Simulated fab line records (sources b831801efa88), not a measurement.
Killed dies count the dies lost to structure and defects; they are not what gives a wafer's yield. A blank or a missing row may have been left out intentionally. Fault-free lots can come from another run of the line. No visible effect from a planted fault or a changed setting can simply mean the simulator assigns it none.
Struck lot and sound lot, side by side :: flow sfq line :: 42 steps out of a route of 325
Sound: wafers L534.3, L534.4, L534.6. Wafers struck: L523.1, L523.4, L523.5. The cause comes at the end.
Per side, at each step with rows, come the tool, then ch with its chambers, and then its first start. Under that, the readings that differ: sound wafers :: struck wafers :: difference of the means :: sigmas: that difference in standard deviations of wafers without a fault.
alike: a reading whose means differ by less than 2 such deviations, as well as words and numbers matching on both sides. not compared: withheld readings; readings where some wafer has no value; bounds like >300 that might hide an equal value; numbers whose values overlap and for which the record gives no deviation.
Wherever a step has rows on one side only, a row that says differs or no value, or a row with sigmas, the two part there. When numbers do not overlap yet have no deviation, they are printed without sigmas and do not part them. A reading that every wafer of one side lacks parts them only if that side has two wafers or more.

first, 6 steps without rows for these wafers: SFQ_TRILAYER_I2_VIA_LITHO_COAT_072 (resist thk 62 nm); SFQ_TRILAYER_I2_VIA_LITHO_COAT_067 (resist thk 650 nm); SFQ_TRILAYER_I2_VIA_LITHO_SOFTBAKE_071; SFQ_TRILAYER_I2_VIA_LITHO_EXPOSE_068 (exposes mask I2, target cd 500 nm); SFQ_TRILAYER_I2_VIA_LITHO_PEB_070 (peb time 60 s); SFQ_TRILAYER_I2_VIA_LITHO_DEVELOP_069 (time 60 s).
SFQ_I2_OVL_MEAS_918:
  sound on overlay-01 at day 51 00:02; struck on overlay-02 at day 45 20:52
  alike: I2_OVL
then, 1 step without rows for these wafers: SFQ_TRILAYER_I2_VIA_BARC_OPEN_VIA_ETCH_096 (etches BARC in O2, target depth 125 nm, time 41.7 s).
SFQ_TRILAYER_I2_VIA_ETCH_VIA_ETCH_070: etches SiO2 in CHF3, stops on Nb, target depth 260 nm.
  sound on rie diel-03 ch 1,2,3, day 51 00:07; struck on rie diel-02 ch 0,1,2, day 45 20:56
  alike: chamber pressure mTorr, drypump motor current A, oes product au
then, 3 steps without rows for these wafers: SFQ_TRILAYER_I2_VIA_STRIP_STRIP_071 (strips in O2); SFQ_TRILAYER_I2_VIA_STRIP_SOLV_CLEAN_072 (cleans in NMP, time 600 s); SFQ_TRILAYER_M3_DEP_PRE_CLEAN_074 (time 22.5 s).
SFQ_TRILAYER_M3_DEP_SPUTTER_073: material Nb, target thk 200 nm, time 133.3 s.
  sound on pvd sputter-05 at day 51 01:12; struck on pvd sputter-05 at day 45 21:52
reading: cathode dc power W (W)
sound: 2000.3 2000.3 2000.1
struck: 1875.9 1875.7 1874.7
difference: -124.8
sigmas: -99 or more

reading: model.Nb_of_TRILAYER_M3_DEP_SPUTTER_073.thk nm (nm)
sound: 198.6 198.9 197.6
struck: 189 191.1 189.4
difference: -9
sigmas: 
  alike: throttle valve pct
SFQ_M3_RS_MEAS_919: measures by four-point-probe.
  sound on film metro-04 at day 51 01:20; struck on film metro-03 at day 45 21:57
reading: M3_NB_RS (ohm/sq)
sound: 0.895 0.893 0.899
struck: 0.944 0.933 0.942
difference: +0.044
sigmas: +4
then, 6 steps without rows for these wafers: SFQ_TRILAYER_M3_LITHO_COAT_080 (resist thk 62 nm); SFQ_TRILAYER_M3_LITHO_COAT_075 (resist thk 600 nm); SFQ_TRILAYER_M3_LITHO_SOFTBAKE_079; SFQ_TRILAYER_M3_LITHO_EXPOSE_076 (exposes mask M3, target cd 500 nm); SFQ_TRILAYER_M3_LITHO_PEB_078 (peb time 60 s); SFQ_TRILAYER_M3_LITHO_DEVELOP_077 (time 60 s).
SFQ_M3_OVL_MEAS_921:
  sound on overlay-01 at day 51 03:49; struck on overlay-01 at day 46 00:59
  alike: M3_OVL
then, 1 step without rows for these wafers: SFQ_TRILAYER_M3_BARC_OPEN_METAL_ETCH_100 (etches BARC in O2, target depth 125 nm, time 41.7 s).
SFQ_TRILAYER_M3_ETCH_METAL_ETCH_078: etches Nb in Cl2/Ar, stops on SiO2, target depth 240 nm, time 120 s.
  sound on rie metal-02 ch 0,1, day 51 03:56; struck on rie metal-03 ch 0,1, day 46 01:05
reading: oes product au (a.u.)
sound: 0.887 0.892 0.888
struck: 0.870 0.869 0.869
difference: -0.020
sigmas: -3
  alike: chamber pressure mTorr, drypump motor current A
  not compared: rf hours counter h
then, 3 steps without rows for these wafers: SFQ_TRILAYER_M3_STRIP_STRIP_079 (strips in O2); SFQ_TRILAYER_M3_STRIP_SOLV_CLEAN_080 (cleans in NMP, time 600 s); SFQ_TRILAYER_I3_DEP_PECVD_081 (deposits SiO2 from SiH4/N2O, time 111.11 s, target thk 500 nm).
SFQ_TRILAYER_I3_CMP_CMP_082: polishes SiO2.
  sound on cmp-01 ch 0,1,2, day 51 12:19; struck on cmp-02 ch 0,1,3, day 46 11:26
  alike: head pressure psi, motor current A, retaining ring pressure frac, slurry filter dp kPa, time to endpoint s
SFQ_I3_BOW_MEAS_922:
  sound on film metro-02 at day 51 14:21; struck on film metro-02 at day 46 13:56
  alike: I3_BOW
SFQ_TRILAYER_I3_METRO_MEASURE_083:
  sound on film metro-02 at day 51 14:50; struck on film metro-02 at day 46 14:04
  alike: thk nm
then, 6 steps without rows for these wafers: SFQ_TRILAYER_I3_VIA_LITHO_COAT_090 (resist thk 62 nm); SFQ_TRILAYER_I3_VIA_LITHO_COAT_085 (resist thk 650 nm); SFQ_TRILAYER_I3_VIA_LITHO_SOFTBAKE_089; SFQ_TRILAYER_I3_VIA_LITHO_EXPOSE_086 (exposes mask I3, target cd 500 nm); SFQ_TRILAYER_I3_VIA_LITHO_PEB_088 (peb time 60 s); SFQ_TRILAYER_I3_VIA_LITHO_DEVELOP_087 (time 60 s).
-- the record jumps here: 6 days lie between the struck wafers' starts before and after --
SFQ_I3_OVL_MEAS_923:
  sound on overlay-02 at day 57 09:53; struck on overlay-01 at day 52 15:38
  alike: I3_OVL
SFQ_TRILAYER_I3_VIA_BARC_OPEN_VIA_ETCH_121: etches BARC in O2, target depth 125 nm, time 41.7 s.
  sound on rie diel-02 ch 0,1,3, day 57 09:55; struck on rie diel-03 ch 0,1, day 52 15:40
  alike: chamber pressure mTorr, drypump motor current A, oes product au
  not compared: rf hours counter h
then, 1 step without rows for these wafers: SFQ_TRILAYER_I3_VIA_ETCH_VIA_ETCH_088 (etches SiO2 in CHF3, stops on Nb, target depth 260 nm).
SFQ_TRILAYER_I3_VIA_STRIP_STRIP_089: strips in O2.
  sound on rie metal-04 ch 0,1, day 57 10:16; struck on rie metal-01 ch 0, day 52 15:49
  alike: chamber pressure mTorr, drypump motor current A, oes product au
  not compared: rf hours counter h
then, 2 steps without rows for these wafers: SFQ_TRILAYER_I3_VIA_STRIP_SOLV_CLEAN_090 (cleans in NMP, time 600 s); SFQ_TRILAYER_M4_DEP_PRE_CLEAN_092 (time 22.5 s).
-- the record jumps here: 34 days lie between the struck wafers' starts before and after --
SFQ_M8_BOW_MEAS_951:
  sound on film metro-01 at day 96 12:33; struck on film metro-03 at day 87 00:38
reading: model.etest.m3.ohm um
sound: 1.797 1.783 1.789
struck: 1.887 1.873 1.885
difference: +0.092
sigmas: 

reading: model.etest.i2.link ohm
sound: 2.003 1.994 2.013
struck: 2.04 2.026 2.033
difference: +0.03
sigmas: 

reading: model.etest.m3.ohm sq
sound: 0.8965 0.895 0.901
struck: 0.9418 0.9317 0.94
difference: +0.0403
sigmas: 

reading: model.etest.i3.link ohm
sound: 1.968 1.961 1.972
struck: 2.012 2.013 2.006
difference: +0.043
sigmas: 
  alike: M8_BOW

WHERE THEY PART
First at SFQ_TRILAYER_M3_DEP_SPUTTER_073; last, within this record, at SFQ_TRILAYER_M3_ETCH_METAL_ETCH_078. Later steps at which nothing parts them and some readings are alike: SFQ_TRILAYER_I3_CMP_CMP_082, SFQ_I3_BOW_MEAS_922, SFQ_TRILAYER_I3_METRO_MEASURE_083, SFQ_I3_OVL_MEAS_923, SFQ_TRILAYER_I3_VIA_BARC_OPEN_VIA_ETCH_121, SFQ_TRILAYER_I3_VIA_STRIP_STRIP_089, SFQ_M8_BOW_MEAS_951.

WHY: whatever the simulator had introduced
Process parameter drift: pvd sputter-05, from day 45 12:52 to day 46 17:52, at SFQ_TRILAYER_M3_DEP_SPUTTER_073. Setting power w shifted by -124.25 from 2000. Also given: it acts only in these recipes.
